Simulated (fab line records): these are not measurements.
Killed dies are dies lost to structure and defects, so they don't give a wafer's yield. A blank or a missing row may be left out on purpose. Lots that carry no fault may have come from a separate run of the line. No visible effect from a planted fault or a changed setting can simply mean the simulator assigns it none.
Check of tool commonality + flow gf180mcu + Sampled: 14 lots, 42 wafers

## REASON IT WAS OPENED
Of 14 lots, 2 have the reading NSD_RS flagged at GF_PSD_RS_MEAS_14. Fault-free wafers read 46.14 ohm/sq, with a standard deviation of 0.083.
Rule: a lot is flagged in two cases, either no wafer of it has a number, or all its wafers with numbers fall more than 4 standard deviations from that mean. As for the other lots, they are considered sound.

| lot  | measured     | on            | NSD_RS (ohm/sq), wafer by wafer | flag    |
|------|--------------|---------------|---------------------------------|---------|
| L292 | day 14 17:00 | film-metro-04 | 46.10 45.87 46.05               |         |
| L294 | day 15 03:29 | film-metro-01 | 46.19 46.22 46.20               |         |
| L297 | day 16 12:59 | film-metro-01 | 46.22 46.13 46.12               |         |
| L296 | day 16 13:28 | film-metro-04 | 46.19 45.96 46.22               |         |
| L298 | day 16 19:01 | film-metro-02 | 46.29 46.25 46.15               |         |
| L299 | day 16 22:32 | film-metro-04 | 46.22 46.28 46.23               |         |
| L300 | day 17 16:31 | film-metro-02 | 46.15 46.10 46.17               |         |
| L301 | day 18 00:56 | film-metro-04 | 46.98 46.98 47.00               | FLAGGED |
| L303 | day 18 07:32 | film-metro-04 | 47.02 46.99 46.91               | FLAGGED |
| L308 | day 20 18:57 | film-metro-02 | 46.11 46.03 46.06               |         |
| L309 | day 20 22:24 | film-metro-02 | 46.24 46.21 46.23               |         |
| L311 | day 21 21:11 | film-metro-04 | 46.09 46.25 46.27               |         |
| L312 | day 22 03:10 | film-metro-04 | 46.19 46.17 46.19               |         |
| L314 | day 22 13:29 | film-metro-02 | 46.03 45.93 45.98               |         |
The mean of the flagged lots' numbers is 46.98 ohm/sq, +0.84 ohm/sq from the usual (+10 standard deviations).

## EACH LOT AND THE TOOL IT RAN ON
The record keeps 1 process step preceding the reading, out of 602 steps on the route. Read each cell as the tool, then ch plus the chambers that the sampled wafers visited, then the start.
| lot  | flag    | GF_NSD_IMPLANT_10               |
|------|---------|---------------------------------|
| L292 |         | implanter-03 ch 0, day 13 21:39 |
| L294 |         | implanter-03 ch 0, day 14 06:14 |
| L297 |         | implanter-02 ch 0, day 15 14:23 |
| L296 |         | implanter-02 ch 0, day 15 14:49 |
| L298 |         | implanter-02 ch 0, day 15 20:23 |
| L299 |         | implanter-02 ch 0, day 16 00:28 |
| L300 |         | implanter-03 ch 0, day 16 16:53 |
| L301 | FLAGGED | implanter-03 ch 0, day 17 01:37 |
| L303 | FLAGGED | implanter-03 ch 0, day 17 08:02 |
| L308 |         | implanter-01 ch 0, day 19 17:50 |
| L309 |         | implanter-02 ch 0, day 19 20:45 |
| L311 |         | implanter-01 ch 0, day 20 20:47 |
| L312 |         | implanter-01 ch 0, day 21 02:35 |
| L314 |         | implanter-02 ch 0, day 21 13:28 |
What is done by these steps:
- GF_NSD_IMPLANT_10
- GF_PSD_RS_MEAS_14: measures by four-point-probe.

## FLAGGED OVER TOTAL, TOOL BY TOOL (the gauges that took the reading come last)
| step              | tool          | lots run | flagged | share of the flagged lots | sound lots run after its first flagged lot |
|-------------------|---------------|----------|---------|---------------------------|--------------------------------------------|
| GF_NSD_IMPLANT_10 | implanter-01  | 3        | 0       | none                      | -                                          |
| GF_NSD_IMPLANT_10 | implanter-02  | 6        | 0       | none                      | -                                          |
| GF_NSD_IMPLANT_10 | implanter-03  | 5        | 2       | all                       | 0                                          |
| GF_PSD_RS_MEAS_14 | film-metro-01 | 2        | 0       | none                      | -                                          |
| GF_PSD_RS_MEAS_14 | film-metro-02 | 5        | 0       | none                      | -                                          |
| GF_PSD_RS_MEAS_14 | film-metro-04 | 7        | 2       | all                       | 2 (L311,L312)                              |

## WHAT THE TABLE PERMITS
2 rows of the table ran every flagged lot: implanter-03 at GF_NSD_IMPLANT_10, film-metro-04 at GF_PSD_RS_MEAS_14.
- implanter-03 at GF_NSD_IMPLANT_10 ran 5 lots, 2 of them flagged. Its last sound lot is L300 (day 16 16:53), its first flagged lot L301 (day 17 01:37): a fault that began between those two fits.
- film-metro-04 at GF_PSD_RS_MEAS_14 ran 7 lots, 2 of them flagged. Lots that were sound ran on it after the first flagged one (L311, L312); a persistent fault on the entire tool would not allow that.
Just one tool remains: implanter-03 at GF_NSD_IMPLANT_10.

## WHAT THE SIMULATOR HAD PUT IN
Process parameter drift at GF_NSD_IMPLANT_10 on implanter-03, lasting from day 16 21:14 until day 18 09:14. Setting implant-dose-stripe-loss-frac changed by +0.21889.
Struck lots among those shown: L301, L303. Same finding as the rule above.
